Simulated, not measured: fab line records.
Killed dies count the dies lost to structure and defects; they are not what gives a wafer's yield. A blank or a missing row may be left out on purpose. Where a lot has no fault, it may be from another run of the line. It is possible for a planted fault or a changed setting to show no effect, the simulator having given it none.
fab line records -- flow gf180mcu
[record] lots = 7, wafers = 21, last_day = 34
route steps=602 shown M4@475 V4@476
lots that met no fault: taken from a fault-free run of the same line
start_h: hours from the record's first day to the start of the lot's first wafer shown -- wait_h: how many hours have passed since the lot's step before this one -- " as in the row above -- L1.1+2: a row that stands for several wafers -- - either no value or no given start -- * or withheld: withheld -- < > ~ a bound
route shown NAME@n: names a module that has steps shown in the file, with the first one's number in the route -- usual: mean/standard deviation of fault-free wafers -- same: alike in all rows -- chamber/n: place in a boat -- sites: the reading at each site -- _std_site: the standard deviation of these -- _edge_site: the outer-site mean with the inner-site mean subtracted -- radius_mm: for every site, how far away it sits from the centre of the wafer -- mask NAME#n: copy n -- behind: the most recent tool/chamber to have shaped the wafer -- hold: why the lot was held/for how many hours/how that ended -- device: which transistor (n, p or np) failed to switch -- end of line: the tests these same wafers got at the end of their route -- for a step that has no rows: nothing shown but its recipe -- killed: the dies lost at the first sort to structure and to defects; this is not the yield of the wafer -- map: the dies of a wafer, with x for killed, . for not killed, _ for no die there
set.NAME: the setting the step ran with; set.NAME@STEP: the setting that earlier step ran with -- model.NAME: the simulator's own value behind a step, which no gauge read
lots seen at some steps along the route; tables by step, rows by wafer
services: the hour from which a tool's chamber was out of use, counted from the record's first day as start_h (under 0 if before that day), plus the number of hours and why
[[steps]]
[step GF_M4_CLEAN_19]
[recipe] chemistry = DIW, dry = n2_spin
[step GF_V4_CVD_00]
[recipe] material = SiO2, target_thk_nm = 600, sigma_open_frac = 0.3, temp_c = 400, time_s = 100, sih4_flow_sccm = 60, pressure_mtorr = 6
[step GF_V4_THK_MEAS_01]
[recipe] reads = SiO2_of_V4_CVD_00
[usual] V4_CVD_00_THK = 599/5.4
lot.wafer,tool,chamber,start_h,wait_h,V4_CVD_00_THK[nm]
L861.1,film_metro-03,-,581.89,0.0,601
L861.4,film_metro-03,-,581.89,0.0,610
L861.5,film_metro-03,-,581.89,0.0,601
L864.3,film_metro-01,-,621.65,0.1,607
L864.4,film_metro-01,-,621.65,0.1,593
L864.5,film_metro-01,-,621.65,0.1,598
L865.1,film_metro-03,-,625.01,0.1,606
L865.3,film_metro-03,-,625.01,0.1,604
L865.6,film_metro-03,-,625.01,0.1,599
L866.1,film_metro-03,-,629.13,0.0,602
L866.2,film_metro-03,-,629.13,0.0,606
L866.5,film_metro-03,-,629.13,0.0,603
L870.1,film_metro-01,-,670.24,0.0,594
L870.4,film_metro-01,-,670.24,0.0,588
L870.5,film_metro-01,-,670.24,0.0,600
L876.1,film_metro-03,-,698.18,0.0,592
L876.3,film_metro-03,-,698.18,0.0,597
L876.4,film_metro-03,-,698.18,0.0,593
L877.1,film_metro-02,-,707.53,0.0,594
L877.3,film_metro-02,-,707.53,0.0,600
L877.5,film_metro-02,-,707.53,0.0,592
[step GF_V4_CVD_02]
[recipe] material = SiO2, target_thk_nm = 850, precursor = TEOS, temp_c = 400, time_s = 94.851, rf_w = 600
[usual] heater_power_w = 681/110
lot.wafer,tool,chamber,start_h,wait_h,heater_power_w,since_wet_clean_h
L861.1,pecvd-03,2,581.95,0.1,657,824
L861.4,pecvd-03,2,581.95,0.1,700,-
L861.5,pecvd-03,0,581.95,0.1,776,-
L864.3,pecvd-03,1,621.69,0.0,766,17
L864.4,pecvd-03,0,621.69,0.0,799,-
L864.5,pecvd-03,2,621.69,0.0,586,-
L865.1,pecvd-02,0,625.07,0.1,543,450
L865.3,pecvd-02,2,625.07,0.1,575,450
L865.6,pecvd-02,0,625.07,0.1,572,-
L866.1,pecvd-02,2,629.19,0.1,618,455
L866.2,pecvd-02,0,629.19,0.1,486,455
L866.5,pecvd-02,1,629.19,0.1,708,-
L870.1,pecvd-03,0,670.30,0.1,789,65
L870.4,pecvd-03,2,670.30,0.1,740,-
L870.5,pecvd-03,0,670.30,0.1,814,-
L876.1,pecvd-01,1,698.24,0.1,552,315
L876.3,pecvd-01,0,698.24,0.1,791,315
L876.4,pecvd-01,0,698.24,0.1,845,-
L877.1,pecvd-01,2,707.59,0.1,761,325
L877.3,pecvd-01,1,707.59,0.1,528,325
L877.5,pecvd-01,2,707.59,0.1,612,-
[step GF_V4_THK_MEAS_03]
[recipe] reads = SiO2_of_V4_CVD_02
[usual] V4_CVD_02_THK = 848/11
lot.wafer,tool,chamber,start_h,wait_h,V4_CVD_02_THK[nm]
L861.1,film_metro-02,-,582.02,0.0,850
L861.4,film_metro-02,-,582.02,0.0,852
L861.5,film_metro-02,-,582.02,0.0,861
L864.3,film_metro-02,-,621.78,0.1,837
L864.4,film_metro-02,-,621.78,0.1,850
L864.5,film_metro-02,-,621.78,0.1,840
L865.1,film_metro-02,-,625.14,0.0,839
L865.3,film_metro-02,-,625.14,0.0,843
L865.6,film_metro-02,-,625.14,0.0,845
L866.1,film_metro-01,-,629.26,0.0,839
L866.2,film_metro-01,-,629.26,0.0,838
L866.5,film_metro-01,-,629.26,0.0,844
L870.1,film_metro-01,-,670.37,0.0,843
L870.4,film_metro-01,-,670.37,0.0,843
L870.5,film_metro-01,-,670.37,0.0,852
L876.1,film_metro-01,-,698.31,0.0,843
L876.3,film_metro-01,-,698.31,0.0,843
L876.4,film_metro-01,-,698.31,0.0,855
L877.1,film_metro-03,-,707.66,0.0,858
L877.3,film_metro-03,-,707.66,0.0,854
L877.5,film_metro-03,-,707.66,0.0,865
[step GF_V4_CMP_04]
[recipe] material = SiO2, down_force_psi = 4, platen_rpm = 60, pad_velocity_m_s = 0.94248
[usual] motor_current_A = 11.8/1.1, time_to_endpoint_s = 79/6.3
lot.wafer,tool,chamber,start_h,wait_h,motor_current_A,time_to_endpoint_s
L861.4,cmp-01,0,582.08,0.0,10.7,82
L861.1,cmp-01,2,582.08,0.0,13.8,76
L861.5,cmp-01,0,582.08,0.0,11.1,83
L864.3,cmp-01,3,621.87,0.1,11.5,73
L864.4,cmp-01,1,621.87,0.1,11.9,79
L864.5,cmp-01,3,621.87,0.1,11.0,76
L865.3,cmp-01,2,625.30,0.1,13.8,75
L865.1,cmp-01,3,625.30,0.1,11.7,72
L865.6,cmp-01,1,625.30,0.1,12.2,78
L866.2,cmp-01,0,629.37,0.1,10.5,73
L866.1,cmp-01,2,629.37,0.1,14.2,70
L866.5,cmp-01,3,629.37,0.1,11.2,73
L870.1,cmp-01,1,670.43,0.1,11.5,73
L870.4,cmp-01,0,670.43,0.1,11.4,72
L870.5,cmp-01,1,670.43,0.1,12.0,79
L876.3,cmp-01,2,698.37,0.0,13.8,72
L876.4,cmp-01,3,698.37,0.0,11.2,78
L876.1,cmp-01,0,698.37,0.0,10.9,76
L877.1,cmp-02,0,709.53,1.9,10.6,85
L877.3,cmp-02,1,709.53,1.9,13.3,84
L877.5,cmp-02,3,709.53,1.9,10.9,88
[step GF_V4_BOW_MEAS_05]
[recipe] mode = bow
[usual] V4_BOW = 132/9.7
lot.wafer,tool,chamber,start_h,wait_h,V4_BOW[um]
L861.1,film_metro-01,-,582.38,0.1,121
L861.4,film_metro-01,-,582.38,0.1,129
L861.5,film_metro-01,-,582.38,0.1,144
L864.3,film_metro-01,-,622.16,0.2,117
L864.4,film_metro-01,-,622.16,0.2,125
L864.5,film_metro-01,-,622.16,0.2,117
L865.1,film_metro-03,-,625.50,0.1,158
L865.3,film_metro-03,-,625.50,0.1,148
L865.6,film_metro-03,-,625.50,0.1,155
L866.1,film_metro-03,-,629.62,0.1,118
L866.2,film_metro-03,-,629.62,0.1,135
L866.5,film_metro-03,-,629.62,0.1,124
L870.1,film_metro-01,-,670.73,0.2,119
L870.4,film_metro-01,-,670.73,0.2,133
L870.5,film_metro-01,-,670.73,0.2,120
L876.1,film_metro-03,-,698.67,0.1,139
L876.3,film_metro-03,-,698.67,0.1,130
L876.4,film_metro-03,-,698.67,0.1,142
L877.1,film_metro-03,-,709.78,0.2,140
L877.3,film_metro-03,-,709.78,0.2,137
L877.5,film_metro-03,-,709.78,0.2,138
[step GF_V4_DEHYDRATE_06]
[recipe] temp_c = 200, time_s = 60
[step GF_V4_HMDS_07]
[recipe] prime_time_s = 60, prime_temp_c = 120
[step GF_V4_COAT_08]
[recipe] resist = BARC, temp_c = withheld, time_s = withheld, spin_rpm = withheld, resist_thk_nm = withheld
[step GF_V4_COAT_09]
[recipe] resist = KrF, spin_rpm = withheld, resist_thk_nm = 1000
[step GF_V4_SOFTBAKE_10]
[recipe] temp_c = 130, time_s = 60, resist = KrF
[step GF_V4_EXPOSE_11]
[recipe] mask_id = Via4, target_cd_nm = 260, na = 0.68, source_shape = conventional, sigma_outer = 0.6, dose_mj = 38
[usual] exposure_dose_mJ_cm2 = 37.99/0.04, focus_offset_nm = 0.0/0.46
lot.wafer,tool,chamber,start_h,wait_h,mask,exposure_dose_mJ_cm2,focus_offset_nm
L861.1,krf_scanner-02,0,593.28,-,Via4#0,37.99,-0.9
L861.4,krf_scanner-02,0,593.28,-,Via4#0,37.98,-0.2
L861.5,krf_scanner-02,0,593.28,-,Via4#0,38.05,0.7
L864.3,krf_scanner-01,-,630.94,-,Via4#0,-,-
L864.4,krf_scanner-01,-,630.94,-,Via4#0,-,-
L864.5,krf_scanner-01,-,630.94,-,Via4#0,-,-
L865.1,krf_scanner-02,-,635.60,-,Via4#0,-,-
L865.3,krf_scanner-02,-,635.60,-,Via4#0,-,-
L865.6,krf_scanner-02,-,635.60,-,Via4#0,-,-
L866.1,krf_scanner-01,-,640.65,-,Via4#0,-,-
L866.2,krf_scanner-01,-,640.65,-,Via4#0,-,-
L866.5,krf_scanner-01,-,640.65,-,Via4#0,-,-
L870.1,krf_scanner-01,0,680.38,-,Via4#0,37.97,0.0
L870.4,krf_scanner-01,0,680.38,-,Via4#0,37.93,-0.1
L870.5,krf_scanner-01,0,680.38,-,Via4#0,38.01,-0.4
L876.1,krf_scanner-02,0,708.60,-,Via4#0,37.96,0.7
L876.3,krf_scanner-02,0,708.60,-,Via4#0,37.98,-0.2
L876.4,krf_scanner-02,0,708.60,-,Via4#0,37.98,0.2
L877.1,krf_scanner-01,0,717.63,-,Via4#0,38.07,0.0
L877.3,krf_scanner-01,0,717.63,-,Via4#0,37.99,0.3
L877.5,krf_scanner-01,0,717.63,-,Via4#0,37.96,0.1
[step GF_V4_PEB_12]
[recipe] peb_temp_c = 135, peb_time_s = 90, resist = KrF
[[services]]
tool,chamber,start_h,hours,kind
pecvd-03,1,562.38,2.4,repair
krf_scanner-02,-,564.42,1.3,pm
cmp-01,-,568.48,1.1,repair
krf_scanner-02,-,568.65,0.2,repair
cmp-01,-,572.00,4.0,pm
pecvd-02,1,584.59,18.4,repair
pecvd-03,-,591.12,14.0,pm
cmp-02,-,606.74,4.2,repair
cmp-01,-,608.89,0.6,repair
cmp-02,-,625.74,1.2,repair
krf_scanner-01,-,628.89,0.8,pm
krf_scanner-02,-,631.22,0.7,repair
cmp-02,-,653.98,0.7,repair
cmp-01,-,673.59,3.1,repair
cmp-02,-,678.44,1.3,repair
pecvd-02,1,680.01,3.9,repair
krf_scanner-01,-,689.85,1.3,pm
krf_scanner-02,-,693.21,1.0,pm
pecvd-02,2,694.65,3.3,repair
krf_scanner-02,-,697.16,0.8,pm
krf_scanner-02,-,701.43,4.4,pm
cmp-01,-,703.41,7.3,repair
krf_scanner-01,-,705.80,1.0,pm
krf_scanner-01,-,708.92,0.5,repair
[[key]]
[first_sign] step = GF_V4_EXPOSE_11, reading = tool_record, direction = missing
effect none on later readings
met_at GF_V4_EXPOSE_11
struck_wafers L864.3,L864.4,L864.5,L865.1,L865.3,L865.6,L866.1,L866.2,L866.5
later_rows_left_out L864.3,L864.4,L864.5,L865.1,L865.3,L865.6,L866.1,L866.2,L866.5
sort_left_out L864.3,L864.4,L864.5,L865.1,L865.3,L865.6,L866.1,L866.2,L866.5
onset_between 593.28 630.94
[fault] kind = skipped_step_whole, tool = krf_scanner-01,krf_scanner-02, chamber = -, onset_h = 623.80, steps = GF_V4_EXPOSE_11, scope = struck_lots_only
// sort_left_out: the simulated sort isn't trusted on such a fault, so these wafers' sort isn't shown, and their yield isn't known
// later_rows_left_out: the simulator's readings of these wafers behind a module that went badly wrong aren't trusted and aren't shown, but for the sort
